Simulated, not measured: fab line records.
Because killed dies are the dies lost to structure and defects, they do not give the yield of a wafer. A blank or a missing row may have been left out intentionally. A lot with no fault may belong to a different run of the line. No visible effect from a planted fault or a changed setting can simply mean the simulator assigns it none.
What tool caused it? | flow gf180mcu | Sampling: 6 lots, 18 wafers, 2 of 602 route steps

## WHAT THE GAUGES SHOWED, per wafer
GF_V2_OVL_MEAS_15.
lot  | measured     | on         | V2_OVL (nm)
L801 | day 20 19:05 | overlay-02 | 5 2 15
L805 | day 22 06:56 | overlay-01 | -11 -3 -3
L807 | day 23 03:07 | overlay-02 | 7 0 -1
L817 | day 26 11:29 | overlay-02 | 5 2 4
L819 | day 27 00:29 | overlay-02 | 6 14 0
L821 | day 27 12:05 | overlay-02 | -5 3 -3

## WHAT TOOL EACH LOT RAN ON (gives the tool, then ch and the chambers of the sampled wafers, and finally the start)
lot  | GF_V2_CMP_04
L801 | cmp-01 ch 1,2,3, day 19 18:19
L805 | cmp-01 ch 0,1,3, day 21 07:15
L807 | cmp-02 ch 1,3, day 22 03:43
L817 | cmp-01 ch 0,3, day 25 14:26
L819 | cmp-02 ch 0,1,2, day 26 03:19
L821 | cmp-02 ch 0,2,3, day 26 15:05
- GF_V2_CMP_04: polishes SiO2.

## THE ANSWER, worked out from the rows above alone
Rule: the usual values come from the lots themselves. Put in order of their means at a reading, lots are off if they are a third of the lots or fewer, leave a main group of 4 or more, and stand apart from it by a gap of 3 or more times the standard deviation of the main group's means; of several such gaps the widest counts. A main group is skipped when, at the precision printed for the reading in the tables above, its means are all equal. A lot without any number at a reading at which 4 lots or more have one is off too. Where the step has rows for the other lots, those lots are counted as sound.
Nothing can be told from this: no lot is off at any reading shown.

## WHAT THE SIMULATOR HAD PUT IN
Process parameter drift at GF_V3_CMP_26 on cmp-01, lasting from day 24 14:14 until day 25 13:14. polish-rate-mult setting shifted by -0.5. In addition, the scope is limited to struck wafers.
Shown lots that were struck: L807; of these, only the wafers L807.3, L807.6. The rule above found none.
